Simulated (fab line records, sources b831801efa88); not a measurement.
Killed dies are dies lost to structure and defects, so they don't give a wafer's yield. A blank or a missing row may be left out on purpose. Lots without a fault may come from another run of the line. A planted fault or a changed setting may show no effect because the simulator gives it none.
Which tool did it? | flow gf180mcu | 12 lots, 36 wafers sampled, at 6 steps of a route of 602

WHAT THE GAUGES READ, wafer by wafer
GF_MVSD_TW_MEAS_11.
lot  | measured    | on            | MVSD_TW
L610 | day 4 16:58 | film_metro-03 | 1563 1576 1568
L611 | day 4 20:53 | film_metro-01 | 1602 1594 1616
L612 | day 5 04:51 | film_metro-02 | 1564 1564 1567
L616 | day 6 00:54 | film_metro-01 | 1600 1597 1602
L618 | day 6 16:43 | film_metro-01 | 1971 1963 1970
L621 | day 7 07:12 | film_metro-02 | 1913 1913 1911
L625 | day 8 12:28 | film_metro-02 | 1573 1559 1562
L626 | day 8 22:24 | film_metro-01 | 1601 1602 1602
L627 | day 9 00:58 | film_metro-02 | 1572 1571 1586
L628 | day 9 06:46 | film_metro-01 | 1610 1604 1605
L630 | day 9 18:59 | film_metro-02 | 1574 1588 1579
L631 | day 9 20:17 | film_metro-02 | 1566 1571 1571

GF_VT_IMPLANT_RS_MEAS_46: measures by four-point-probe.
lot  | measured     | on            | MVSD_RS (ohm/sq)
L610 | day 7 19:30  | film_metro-01 | 452.2 452.3 454.4
L611 | day 7 20:34  | film_metro-02 | 452.5 451.0 451.9
L612 | day 8 09:59  | film_metro-01 | 452.4 452.0 451.1
L616 | day 9 08:33  | film_metro-01 | 451.0 451.0 450.6
L618 | day 10 04:47 | film_metro-01 | 332.9 333.0 332.9
L621 | day 10 20:11 | film_metro-02 | 333.8 334.0 333.7
L625 | day 12 07:17 | film_metro-02 | 452.2 452.4 452.7
L626 | day 12 18:39 | film_metro-03 | 451.1 450.1 450.0
L627 | day 12 21:17 | film_metro-01 | 452.3 452.0 452.3
L628 | day 13 03:43 | film_metro-01 | 453.3 452.8 452.6
L630 | day 13 19:31 | film_metro-01 | 450.0 450.9 450.6
L631 | day 13 21:12 | film_metro-02 | 454.1 452.4 452.9

GF_CONTACT_THK_MEAS_26: measures by xrf.
lot  | measured     | on            | CONTACT_W_THK (nm)
L610 | day 16 08:43 | film_metro-03 | 313 313 315
L611 | day 16 10:22 | film_metro-02 | 304 308 305
L612 | day 17 04:41 | film_metro-03 | 314 312 311
L616 | day 18 14:41 | film_metro-01 | 317 317 316
L618 | day 19 16:41 | film_metro-03 | 316 320 316
L621 | day 20 10:29 | film_metro-01 | 308 317 311
L625 | day 22 17:43 | film_metro-03 | 313 313 314
L626 | day 22 17:02 | film_metro-01 | 314 305 309
L627 | day 22 23:00 | film_metro-03 | 315 308 316
L628 | day 23 07:59 | film_metro-03 | 316 319 314
L630 | day 24 00:41 | film_metro-03 | 313 316 313
L631 | day 24 03:17 | film_metro-01 | 320 315 315

WHICH TOOL RAN EACH LOT (tool, then ch and the chambers of the sampled wafers, then the start)
lot  | GF_MVSD_IMPLANT_08             | GF_SAB_STRIP_13                      | GF_SALICIDE_RTA_08
L610 | implanter-02 ch 0, day 4 16:35 | plasma_asher-03 ch 0, day 15 08:31   | rtp_anneal-01 ch 0, day 15 09:08
L611 | implanter-04 ch 0, day 4 20:29 | plasma_asher-04 ch 0,1, day 15 10:53 | rtp_anneal-01 ch 0, day 15 11:32
L612 | implanter-03 ch 0, day 5 04:27 | plasma_asher-04 ch 0,1, day 16 03:05 | rtp_anneal-01 ch 0, day 16 03:41
L616 | implanter-04 ch 0, day 6 00:30 | plasma_asher-03 ch 0,1, day 17 13:09 | rtp_anneal-02 ch 0, day 17 13:48
L618 | implanter-02 ch 0, day 6 16:01 | plasma_asher-03 ch 0,1, day 18 14:35 | rtp_anneal-01 ch 0, day 18 15:13
L621 | implanter-03 ch 0, day 7 06:25 | plasma_asher-04 ch 0,1, day 19 08:37 | rtp_anneal-02 ch 0, day 19 09:16
L625 | implanter-03 ch 0, day 8 12:05 | plasma_asher-04 ch 0, day 21 08:38   | rtp_anneal-02 ch 0, day 21 09:25
L626 | implanter-04 ch 0, day 8 22:00 | plasma_asher-03 ch 0,1, day 21 15:16 | rtp_anneal-02 ch 0, day 21 15:52
L627 | implanter-04 ch 0, day 9 00:36 | plasma_asher-04 ch 0,1, day 21 21:19 | rtp_anneal-02 ch 0, day 21 21:58
L628 | implanter-04 ch 0, day 9 06:23 | plasma_asher-04 ch 0,1, day 22 06:48 | rtp_anneal-02 ch 0, day 22 07:26
L630 | implanter-03 ch 0, day 9 18:35 | plasma_asher-04 ch 0,1, day 22 23:31 | rtp_anneal-02 ch 0, day 23 00:08
L631 | implanter-03 ch 0, day 9 19:53 | plasma_asher-02 ch 0,1, day 23 02:27 | rtp_anneal-01 ch 0, day 23 03:22
- GF_MVSD_IMPLANT_08
- GF_SAB_STRIP_13: strips in O2/N2.
- GF_SALICIDE_RTA_08: time 30 s.

WHAT THE TOOLS THEMSELVES READ (means of the sampled wafers that have a number; where no wafer has one, the mark that the record gives instead)
GF_MVSD_IMPLANT_08.
lot  | tool         | beam_on_s (s) | tilt_deg (degrees)
L610 | implanter-02 | 10.04         | -0.001
L611 | implanter-04 | 10.08         | 0.000
L612 | implanter-03 | 9.98          | -0.024
L616 | implanter-04 | 9.93          | -0.006
L618 | implanter-02 | 9.91          | -0.005
L621 | implanter-03 | 10.04         | 0.011
L625 | implanter-03 | 10.09         | -0.016
L626 | implanter-04 | 10.02         | 0.027
L627 | implanter-04 | 10.07         | -0.016
L628 | implanter-04 | 10.10         | -0.045
L630 | implanter-03 | 9.99          | -0.000
L631 | implanter-03 | 9.76          | 0.009

GF_SAB_STRIP_13.
lot  | tool            | drypump_motor_current_A (A) | heater_power_w (W) | oes_product_au (a.u.) | strip_time_to_endpoint_s (s)
L610 | plasma_asher-03 | 5.52                        | 324                | 0.707                 | 12.39
L611 | plasma_asher-04 | 5.40                        | 320                | 0.711                 | 12.42
L612 | plasma_asher-04 | 5.42                        | 335                | 0.704                 | 12.47
L616 | plasma_asher-03 | 5.77                        | 364                | 0.707                 | 12.42
L618 | plasma_asher-03 | 5.77                        | 356                | 0.712                 | 12.47
L621 | plasma_asher-04 | 5.41                        | 324                | 0.716                 | 12.45
L625 | plasma_asher-04 | 5.40                        | 321                | 0.715                 | 12.42
L626 | plasma_asher-03 | 5.62                        | 341                | 0.710                 | 12.50
L627 | plasma_asher-04 | 5.43                        | 331                | 0.707                 | 12.46
L628 | plasma_asher-04 | 5.40                        | 322                | 0.704                 | 12.43
L630 | plasma_asher-04 | 5.40                        | 322                | 0.709                 | 12.45
L631 | plasma_asher-02 | 5.63                        | 349                | 0.714                 | 12.43

GF_SALICIDE_RTA_08.
lot  | tool          | lamp_power_pct (%) | wafer_temp_C_max
L610 | rtp_anneal-01 | 18.29              | 802.5
L611 | rtp_anneal-01 | 18.30              | 803.0
L612 | rtp_anneal-01 | 18.31              | 802.4
L616 | rtp_anneal-02 | 17.75              | 804.8
L618 | rtp_anneal-01 | 18.30              | 802.6
L621 | rtp_anneal-02 | 17.73              | 804.0
L625 | rtp_anneal-02 | 17.76              | 804.2
L626 | rtp_anneal-02 | 17.75              | 803.4
L627 | rtp_anneal-02 | 17.75              | 804.3
L628 | rtp_anneal-02 | 17.75              | 804.3
L630 | rtp_anneal-02 | 17.73              | 803.7
L631 | rtp_anneal-01 | 18.29              | 802.6

THE ANSWER, worked out from the rows above alone
Rule: what is usual is taken from the lots themselves. Put in order of their means at a reading, lots are off if they are a third of the lots or fewer, leave a main group of 4 or more, and stand apart from it by a gap of 3 or more times the standard deviation of the main group's means; of several such gaps the widest counts. A main group whose means are all the same, to the digits that the tables above print for the reading, isn't used. A lot without any number at a reading at which 4 lots or more have one is off too. The other lots that the step has rows for count as sound. The gauges are gone through in route order, then the tools' own readings, and for those a lot's mean is taken as printed above. The first step at which some lot is off is used, and at that step the reading that is off furthest; a lot without a number counts as furthest.
Off: L618, L621, at GF_MVSD_TW_MEAS_11 (MVSD_TW). The main group: mean 1584, standard deviation 16.
A tool fits if, at a process step before that reading, it ran every lot that is off, and no sound lot after the first of them. The gauges at GF_MVSD_TW_MEAS_11 are tried like those tools. None of those tried fits.

WHAT THE SIMULATOR HAD PUT IN
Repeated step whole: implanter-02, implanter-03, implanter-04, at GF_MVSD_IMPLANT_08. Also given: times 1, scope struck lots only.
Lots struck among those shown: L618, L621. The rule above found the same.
